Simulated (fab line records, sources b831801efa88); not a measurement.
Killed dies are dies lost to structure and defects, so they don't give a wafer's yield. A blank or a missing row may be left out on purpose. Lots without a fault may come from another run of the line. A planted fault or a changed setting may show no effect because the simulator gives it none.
Which tool did it? | flow gf180mcu | 7 lots, 21 wafers sampled, at 2 steps of a route of 602

WHAT THE GAUGES READ, wafer by wafer
GF_NSD_OVL_MEAS_08.
lot  | measured     | on         | NSD_OVL (nm)
L772 | day 14 04:38 | overlay-01 | 1.8 0.6 1.3
L775 | day 15 11:17 | overlay-02 | -3.2 -4.1 -3.9
L777 | day 16 08:14 | overlay-01 | -0.1 0.7 2.7
L779 | day 16 18:46 | overlay-02 | -2.1 -1.4 -2.7
L783 | day 18 20:55 | overlay-02 | -0.6 -1.1 -1.4
L790 | day 20 12:04 | overlay-01 | -95.7 -94.4 -95.7
L792 | day 21 12:31 | overlay-02 | 3.0 3.5 3.3

WHICH TOOL RAN EACH LOT (tool, then ch and the chambers of the sampled wafers, then the start)
lot  | GF_NSD_EXPOSE_04
L772 | iline_stepper-02 ch 0, day 13 18:17
L775 | iline_stepper-02 ch 0, day 15 00:50
L777 | iline_stepper-01 ch 0, day 15 21:04
L779 | iline_stepper-01 ch 0, day 16 07:49
L783 | iline_stepper-01 ch 0, day 18 09:23
L790 | iline_stepper-01 ch 0, day 19 23:58
L792 | iline_stepper-02 ch 0, day 21 00:32
- GF_NSD_EXPOSE_04: exposes mask Nplus, target cd 400 nm.

THE ANSWER, worked out from the rows above alone
Rule: what is usual is taken from the lots themselves. Put in order of their means at a reading, lots are off if they are a third of the lots or fewer, leave a main group of 4 or more, and stand apart from it by a gap of 3 or more times the standard deviation of the main group's means; of several such gaps the widest counts. A main group whose means are all the same, to the digits that the tables above print for the reading, isn't used. A lot without any number at a reading at which 4 lots or more have one is off too. The other lots that the step has rows for count as sound.
Off: L790, at GF_NSD_OVL_MEAS_08 (NSD_OVL). The main group: mean -0.2 nm, standard deviation 2.3.
A tool fits if, at a process step before that reading, it ran every lot that is off, and no sound lot after the first of them. The gauges at GF_NSD_OVL_MEAS_08 are tried like those tools. Can't be told from this: 2 tools fit, iline_stepper-01 at GF_NSD_EXPOSE_04, overlay-01 at GF_NSD_OVL_MEAS_08.

WHAT THE SIMULATOR HAD PUT IN
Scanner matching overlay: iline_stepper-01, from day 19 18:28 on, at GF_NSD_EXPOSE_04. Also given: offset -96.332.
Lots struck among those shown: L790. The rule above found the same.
